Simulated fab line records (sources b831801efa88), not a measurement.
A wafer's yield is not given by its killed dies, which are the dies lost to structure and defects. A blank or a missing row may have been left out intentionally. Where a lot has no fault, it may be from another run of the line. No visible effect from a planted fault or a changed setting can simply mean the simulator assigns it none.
Chamber matching    flow gf180mcu    4 sister chambers for GF_V1_CMP_26 on cmp-01
The step polishes, stops on SiO2, t overpolish 15 s, target thk 0 nm. 8 wafers are shown with their chamber, then 7 later ones without.

## WAFERS, EACH WITH ITS CHAMBER
wafer   chamber  motor current A (A)  slurry filter dp kPa (kPa)
L376.1  1        12.7                 13.36
L383.3  3        11.7                 13.52
L383.4  1        12.7                 13.78
L384.1  2        10.8                 13.48
L384.3  0        13.4                 13.49
L384.4  3        10.9                 13.71
L394.1  2        10.7                 13.43
L394.4  0        13.0                 13.34

## WAFERS WHOSE CHAMBER IS MISSING
wafer   motor current A (A)  slurry filter dp kPa (kPa)
L394.5  10.4                 13.63
L395.2  11.2                 13.50
L395.3  12.8                 13.43
L395.6  13.6                 13.42
L396.1  10.8                 13.48
L396.5  12.8                 13.50
L396.6  12.7                 13.50

## WHICH CHAMBER EACH WENT THROUGH
wafer   from the rows above      in truth
L394.5  can't be placed: 2 or 3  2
L395.2  can't be placed: 3 or 2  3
L395.3  can't be placed: 1 or 0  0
L395.6  can't be placed: 0 or 1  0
L396.1  can't be placed: 2 or 3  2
L396.5  can't be placed: 1 or 0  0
L396.6  can't be placed: 1 or 0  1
Correctly placed: 0 of 7. These rows do not allow placing 7 (true chamber among the candidates in 7). Placed wrongly: 0.
How it was worked out, from the rows above alone: a wafer's distance from a chamber is the root of the sum, over the readings, of the square of ((its reading less the chamber's mean) divided by the reading's scatter). If the next closest chamber is less than 2 further off than the closest, the wafer can't be placed; otherwise it belongs to the closest. For every chamber, the mean is computed from those of its wafers that are shown. How the scatter is found: for the shown wafers, subtract from each reading the mean of its chamber, square and add these, divide the total by (wafers less chambers), then take the root.
